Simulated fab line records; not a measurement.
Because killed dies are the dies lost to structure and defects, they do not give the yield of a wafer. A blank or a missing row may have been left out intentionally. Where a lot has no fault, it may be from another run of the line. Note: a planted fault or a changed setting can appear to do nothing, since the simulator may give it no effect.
Struck lot and sound lot, side by side / flow sky130 / 14 out of 708 route steps
Sound: the wafers L951.1, L951.3, L951.5. Wafers struck: L961.2, L961.3, L961.5. The cause comes at the end.
For every step that has rows: the tool of each side, followed by ch and its chambers, followed by its first start. Under that, the readings that differ: sound wafers / struck wafers / difference of the means / sigmas: that difference in standard deviations of wafers without a fault.
alike: readings whose means differ by less than 2 such deviations, and words and numbers that are the same on both sides. not compared: withheld readings, readings that some wafer has no value for, bounds like >300 that may hide the same value, and numbers for which the record gives no deviation and whose values overlap.
A row with sigmas, a row that says differs or no value, or rows on one side alone: a step with any of these is where the two part. Numbers that don't overlap but have no deviation are shown without sigmas and don't part them. Lack of a reading on every wafer of one side parts them only where that side has two or more wafers.

first, 3 steps without rows for these wafers: SKY_SD_P_EXPOSE_04 (exposes mask PSDM, target cd 380 nm); SKY_SD_P_PEB_05; SKY_SD_P_DEVELOP_06 (develop time 60 s).
SKY_SD_P_CD_MEAS_07: target cd 380 nm.
  sound: cd-sem-02 at day 27 16:41; struck: cd-sem-02 at day 30 20:40
  alike: cd-nm
SKY_SD_P_OVL_MEAS_08:
  sound: overlay-02 at day 27 16:48; struck: overlay-01 at day 30 20:47
  alike: SD_P_OVL
after that, 1 step had no rows for these wafers: SKY_SD_P_IMPLANT_09.
SKY_SD_P_STRIP_10: strips in O2/N2.
  sound on plasma-asher-02 ch 0,1, day 27 16:59; struck on plasma-asher-02 ch 1, day 30 20:58
  alike: drypump-motor-current-A, oes-product-au, strip-time-to-endpoint-s
  not compared: rf-hours-counter-h
SKY_SD_P_TW_MEAS_11:
  sound: film-metro-02 at day 27 17:05; struck: film-metro-04 at day 30 21:04
  alike: SD_P_TW
then, 4 steps without rows for these wafers: SKY_RES_XHIGH_DEHYDRATE_00 (time 60 s); SKY_RES_XHIGH_HMDS_01 (prime time 60 s); SKY_RES_XHIGH_COAT_02 (resist thk 1140 nm); SKY_RES_XHIGH_SOFTBAKE_03 (time 60 s).
SKY_RES_XHIGH_EXPOSE_04: exposes mask URPM, target cd 1270 nm.
  sound on iline-stepper-02 ch 0, day 28 07:10; struck on iline-stepper-02 ch 0, day 31 09:41
reading=mask; sound=URPM#0 URPM#0 URPM#0; struck=URPM_R1#0 URPM_R1#0 URPM_R1#0; difference=differs; sigmas=
after that, 1 step had no rows for these wafers: SKY_RES_XHIGH_PEB_05.

== WHERE THEY PART ==
At SKY_RES_XHIGH_EXPOSE_04 and nowhere else, as far as this record goes.

WHY: what the simulator had put in
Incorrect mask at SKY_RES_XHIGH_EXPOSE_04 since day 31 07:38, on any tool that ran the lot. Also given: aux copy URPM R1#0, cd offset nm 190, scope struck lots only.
